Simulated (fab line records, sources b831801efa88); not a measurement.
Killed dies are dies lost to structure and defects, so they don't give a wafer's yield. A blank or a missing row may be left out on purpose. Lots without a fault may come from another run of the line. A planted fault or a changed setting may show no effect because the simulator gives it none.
Which tool did it? | flow sky130 | 13 lots, 39 wafers sampled, at 2 steps of a route of 708

WHAT THE GAUGES READ, wafer by wafer
SKY_VIA4_THK_MEAS_01. Usual: VIA4_HDPCVD_THK 1732 nm, standard deviation 17.
lot  | measured     | on            | VIA4_HDPCVD_THK (nm) | flag
L190 | day 41 01:11 | film_metro-03 | 1703 1719 1726       |
L191 | day 41 11:59 | film_metro-01 | 1732 1763 1733       |
L192 | day 41 19:59 | film_metro-04 | 1727 1723 1700       |
L193 | day 42 06:14 | film_metro-04 | 1718 1726 1730       |
L195 | day 43 10:15 | film_metro-03 | 1718 1721 1731       |
L197 | day 43 20:32 | film_metro-04 | 1717 1705 1732       |
L198 | day 44 03:08 | film_metro-03 | 1756 1751 1765       |
L204 | day 45 09:35 | film_metro-04 | 1712 1755 1755       |
L205 | day 46 12:22 | film_metro-03 | 1737 1719 1721       |
L209 | day 46 20:10 | film_metro-01 | 1724 1714 1734       |
L210 | day 47 11:11 | film_metro-04 | 1727 1726 1746       |
L211 | day 47 23:59 | film_metro-04 | 1730 1722 1719       |
L213 | day 48 04:17 | film_metro-03 | 1737 1729 1749       |

WHICH TOOL RAN EACH LOT (tool, then ch and the chambers of the sampled wafers, then the start)
lot  | SKY_FIELD_ISO_CLEAN_19
L190 | wet_bench-02 ch 3, day 2 04:53
L191 | wet_bench-01 ch 3, day 2 10:35
L192 | wet_bench-02 ch 0, day 2 15:53
L193 | wet_bench-02 ch 0, day 2 20:23
L195 | wet_bench-02 ch 0, day 3 07:56
L197 | wet_bench-04 ch 3, day 3 16:43
L198 | wet_bench-02 ch 0, day 3 22:14
L204 | wet_bench-01 ch 0, day 5 08:20
L205 | wet_bench-04 ch 3, day 5 12:17
L209 | wet_bench-02 ch 0, day 6 07:55
L210 | wet_bench-02 ch 3, day 6 13:05
L211 | wet_bench-01 ch 2, day 6 21:07
L213 | wet_bench-02 ch 3, day 7 04:16
- SKY_FIELD_ISO_CLEAN_19: cleans in SC1/SC2, time 150 s.

WHAT THE TOOLS THEMSELVES READ (means of the sampled wafers that have a number; where no wafer has one, the mark that the record gives instead)
The record holds no such reading with a usual standard deviation.

THE ANSWER, worked out from the rows above alone
Rule: a lot is off if the mean of its wafers that have a number lies more than 3 standard deviations from the usual mean. A lot without any number at a reading at which 4 lots or more have one is off too. The other lots that the step has rows for count as sound. The gauges are gone through in route order, then the tools' own readings, and for those a lot's mean is taken as printed above. The first step at which some lot is off is used, and at that step the reading that is off furthest; a lot without a number counts as furthest.
No lot is off at any reading shown: from this, nothing can be told.

WHAT THE SIMULATOR HAD PUT IN
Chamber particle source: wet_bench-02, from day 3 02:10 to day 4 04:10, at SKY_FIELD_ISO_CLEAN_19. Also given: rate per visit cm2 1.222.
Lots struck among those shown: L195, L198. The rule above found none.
